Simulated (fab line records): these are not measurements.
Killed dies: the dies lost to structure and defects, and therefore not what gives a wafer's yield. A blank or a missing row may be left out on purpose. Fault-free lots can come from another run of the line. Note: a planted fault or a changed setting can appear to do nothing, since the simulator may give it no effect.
Chamber matching -- flow gf180mcu -- GF_V3_CVD_00 on hdpcvd-01: 3 sister chambers
The step deposits SiO2, target thk 600 nm, time 100 s. 18 wafers are shown with their chamber, then 9 later ones without.

## EACH WAFER AND ITS CHAMBER
wafer,chamber,run-length-s (s),pressure-mtorr (mTorr)
L419.2,0,128.2,6.015
L419.3,1,127.9,5.987
L419.4,0,127.5,6.003
L431.1,2,127.0,5.987
L431.2,1,127.2,6.003
L431.4,2,127.3,6.002
L433.2,1,127.4,5.998
L433.3,0,128.0,6.014
L433.5,2,127.1,5.984
L434.1,1,127.7,6.028
L434.3,0,128.3,6.000
L434.5,2,127.1,6.004
L435.2,0,127.8,6.010
L435.5,2,127.2,5.987
L435.6,1,127.8,6.006
L437.2,2,127.3,6.003
L437.3,0,127.8,5.989
L437.5,2,127.9,5.999

SIGNATURES (means of the wafers above)
reading,chamber 0,chamber 1,chamber 2,scatter within a chamber
run-length-s,127.933,127.600,127.271,0.295
pressure-mtorr,6.00517,6.00440,5.99514,0.0111
Rule: for a wafer and a chamber, the distance is found by dividing, reading by reading, the gap between the wafer's reading and the chamber's mean by the reading's scatter, squaring, summing and taking the root. The wafer belongs to the nearest chamber; if the next one is less than 2 further off, it can't be placed. The scatter is the square root of a quotient: the sum, over the shown wafers, of each reading's squared deviation from its chamber's mean, divided by wafers minus chambers.

## WAFERS WITH NO CHAMBER GIVEN
wafer,run-length-s (s),pressure-mtorr (mTorr)
L438.2,127.6,6.000
L438.3,128.0,5.986
L438.6,127.8,5.986
L439.4,127.8,6.007
L439.5,127.2,6.001
L439.6,128.0,5.982
L440.2,127.2,5.964
L440.3,127.5,5.992
L440.6,127.8,6.009

## CHAMBER TAKEN BY EACH
wafer,from the rows above,in truth
L438.2,can't be placed: 1 or 2 or 0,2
L438.3,can't be placed: 0 or 1 or 2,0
L438.6,can't be placed: 0 or 1 or 2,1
L439.4,can't be placed: 0 or 1 or 2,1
L439.5,can't be placed: 2 or 1 or 0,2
L439.6,can't be placed: 0 or 1 or 2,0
L440.2,can't be placed: 2 or 1 or 0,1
L440.3,can't be placed: 2 or 1 or 0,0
L440.6,can't be placed: 0 or 1 or 2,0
Correctly placed: 0 of 9. Can't be placed from these rows: 9 (the true chamber is among the candidates in 9). Number placed wrongly: 0.
